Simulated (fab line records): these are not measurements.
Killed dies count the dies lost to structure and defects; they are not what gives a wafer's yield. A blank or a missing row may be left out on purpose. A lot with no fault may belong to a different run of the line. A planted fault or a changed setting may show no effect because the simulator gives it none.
The tool behind it: which one? + flow sfq_line + 21 wafers from 7 lots sampled at 5 of the route's 325 steps

== WHAT THE GAUGES READ, wafer by wafer ==
SFQ_I7_OVL_MEAS_947.
| lot  | measured     | on         | I7_OVL (nm) |
|------|--------------|------------|-------------|
| L696 | day 72 09:31 | overlay-02 | -7 -1 -2    |
| L699 | day 72 20:11 | overlay-02 | 1 5 1       |
| L703 | day 79 22:38 | overlay-01 | -7 -9 -11   |
| L710 | day 80 14:26 | overlay-02 | -3 1 -4     |
| L712 | day 81 10:19 | overlay-02 | -5 -4 -4    |
| L714 | day 82 08:15 | overlay-01 | 10 2 2      |
| L716 | day 82 23:15 | overlay-01 | 2 1 -5      |

== WHICH TOOL RAN EACH LOT (tool, then ch and the chambers of the sampled wafers, then the start) ==
| lot  | SFQ_TRILAYER_I0_CMP_CMP_028   | SFQ_TRILAYER_I0_METRO_MEASURE_029 | SFQ_TRILAYER_I0_VIA_ETCH_VIA_ETCH_034 | SFQ_TRILAYER_M5_STRIP_STRIP_127   |
|------|-------------------------------|-----------------------------------|---------------------------------------|-----------------------------------|
| L696 | cmp-02 ch 0,1,3, day 13 08:40 | film_metro-02, day 13 10:59       | rie_diel-01 ch 1,2, day 19 02:40      | rie_metal-04 ch 0,1, day 50 07:50 |
| L699 | cmp-01 ch 1,2, day 14 08:04   | film_metro-02, day 14 10:53       | rie_diel-01 ch 1,2,3, day 20 11:28    | rie_metal-04 ch 0,1, day 50 23:26 |
| L703 | cmp-02 ch 0,3, day 15 05:08   | film_metro-02, day 15 08:28       | rie_diel-01 ch 2,3, day 21 13:58      | rie_metal-01 ch 1, day 63 03:37   |
| L710 | cmp-02 ch 0,2,3, day 18 13:25 | film_metro-03, day 18 16:14       | rie_diel-01 ch 1,2,3, day 25 14:31    | rie_metal-04 ch 0, day 64 02:05   |
| L712 | cmp-01 ch 1,2,3, day 19 04:53 | film_metro-03, day 19 08:00       | rie_diel-01 ch 0,1,2, day 26 02:44    | rie_metal-04 ch 0,1, day 64 04:29 |
| L714 | cmp-02 ch 0,2, day 20 00:58   | film_metro-02, day 20 03:47       | rie_diel-04 ch 1,2, day 26 15:56      | rie_metal-03 ch 0,1, day 65 17:53 |
| L716 | cmp-02 ch 0,1,2, day 20 18:46 | film_metro-03, day 20 20:35       | rie_diel-02 ch 2,3, day 27 05:08      | rie_metal-01 ch 0,1, day 67 00:38 |
- SFQ_TRILAYER_I0_CMP_CMP_028: polishes SiO2.
- SFQ_TRILAYER_I0_METRO_MEASURE_029
- SFQ_TRILAYER_I0_VIA_ETCH_VIA_ETCH_034: etches SiO2 in CHF3, stops on Nb, target depth 260 nm.
- SFQ_TRILAYER_M5_STRIP_STRIP_127: strips in O2.

== THE ANSWER, worked out from the rows above alone ==
Rule: what is usual is taken from the lots themselves. Put in order of their means at a reading, lots are off if they are a third of the lots or fewer, leave a main group of 4 or more, and stand apart from it by a gap of 3 or more times the standard deviation of the main group's means; of several such gaps the widest counts. Not used: any main group whose means are identical at the precision the tables above print for the reading. A lot without any number at a reading at which 4 lots or more have one is off too. The other lots that the step has rows for count as sound.
No lot is off on any of the readings shown, so nothing can be concluded from this.

== WHAT HAD BEEN PUT IN BY THE SIMULATOR ==
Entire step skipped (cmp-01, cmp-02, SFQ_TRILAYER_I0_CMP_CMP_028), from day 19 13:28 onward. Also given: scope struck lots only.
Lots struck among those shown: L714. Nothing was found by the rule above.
